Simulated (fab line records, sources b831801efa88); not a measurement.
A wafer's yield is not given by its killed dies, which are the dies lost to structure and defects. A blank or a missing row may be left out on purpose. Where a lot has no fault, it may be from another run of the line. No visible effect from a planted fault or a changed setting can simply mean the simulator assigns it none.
Problem report, 8D (eight disciplines) form, completed by code -- flow gf180mcu -- the parts of the form that need people (team, actions taken, sign-off) are left out

1. THE PROBLEM
Across 9 wafers from 3 lots, HV_LDD_2_TW at GF_HV_LDD_TW_MEAS_23 averages 1113, while fault-free wafers read 1050 with a standard deviation of 6.4. Measured from the usual mean, that is +9.8 standard deviations.
First observed at day 15 21:36: wafer L676.1, on film-metro-03. At this step, 36 wafers from 12 lots have a number in the record. By rule, "out" or "out of limits" means more than 4 standard deviations away from the usual mean. The rest of the wafers with a number are treated as sound.

2. WHAT IT IS, AND WHAT IT ISN'T
question,is,is not
which readings at this step,HV_LDD_2_TW,-
which lots,"L676, L678, L679","L660, L662, L666, L670, L671, L672, L673, L674, L677"
which wafers of those lots,all that have a number,-
read on which gauges,"film-metro-02, film-metro-03, film-metro-04",-
when,from day 15 21:36,up to then (24 sound wafers); but 3 sound wafers of L677 came after

3. THE SUSPECTS, EACH WITH WHAT RULES IT OUT
Counting: a tool at any process step up to the reading remains a suspect when it ran all the lots that are out and ran no sound lot after the first of those.
- the gauge at GF_HV_LDD_TW_MEAS_23: ruled out. Those wafers that are out were read across 3 gauges (film-metro-02, film-metro-03, film-metro-04).
- implanter-04 at GF_HV_LDD_IMPLANT_21: kept. It processed each lot that is out, first L676 at day 15 21:20, and no sound lot thereafter; up to then, the last sound lot it processed was L674 at day 15 04:36. Its own beam-energy-keV readings are out on those wafers.
The count leaves implanter-04 at GF_HV_LDD_IMPLANT_21.

4. THE CAUSE (what the simulator had put in)
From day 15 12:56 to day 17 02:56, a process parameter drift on implanter-04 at GF_HV_LDD_IMPLANT_21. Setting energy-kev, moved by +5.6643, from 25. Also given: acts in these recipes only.
The count eliminated every tool but this one.

5. SEQUENCE OF EFFECTS, ordered by route
One row per reading whose mean, taken over the struck wafers that have a number, lies over 3 standard deviations from the usual. Readings are gone through only where the record gives a usual standard deviation; hours: the median, over the lots, of the time from a lot's start at the first step in this table giving one to that lot's start at this step; sigmas: the change measured in usual standard deviations.
hours,step,reading,usual,on struck wafers,change,sigmas
0,GF_HV_LDD_IMPLANT_21,beam-energy-keV,25.000,30.668,+5.668,+99 or more
0,GF_HV_LDD_TW_MEAS_23,HV_LDD_2_TW,1050,1113,+63,+9.8
It contains these process steps:
- GF_HV_LDD_IMPLANT_21

6. WHAT WOULD HAVE CAUGHT IT SOONER
The first out-of-limits reading at a measuring or inspecting step in this record came at day 15 21:36, 9 hours after the fault's start at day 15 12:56.
At GF_HV_LDD_IMPLANT_21, the tool's own readings (beam-energy-keV) were out on each struck wafer the step has a row for, so an alarm limit on them would have fired on the first such wafer.
Lots out: 3; of these, L678, L679 started GF_HV_LDD_IMPLANT_21 on implanter-04 after day 15 21:36. A hold on the tool at that time would have spared those 2.
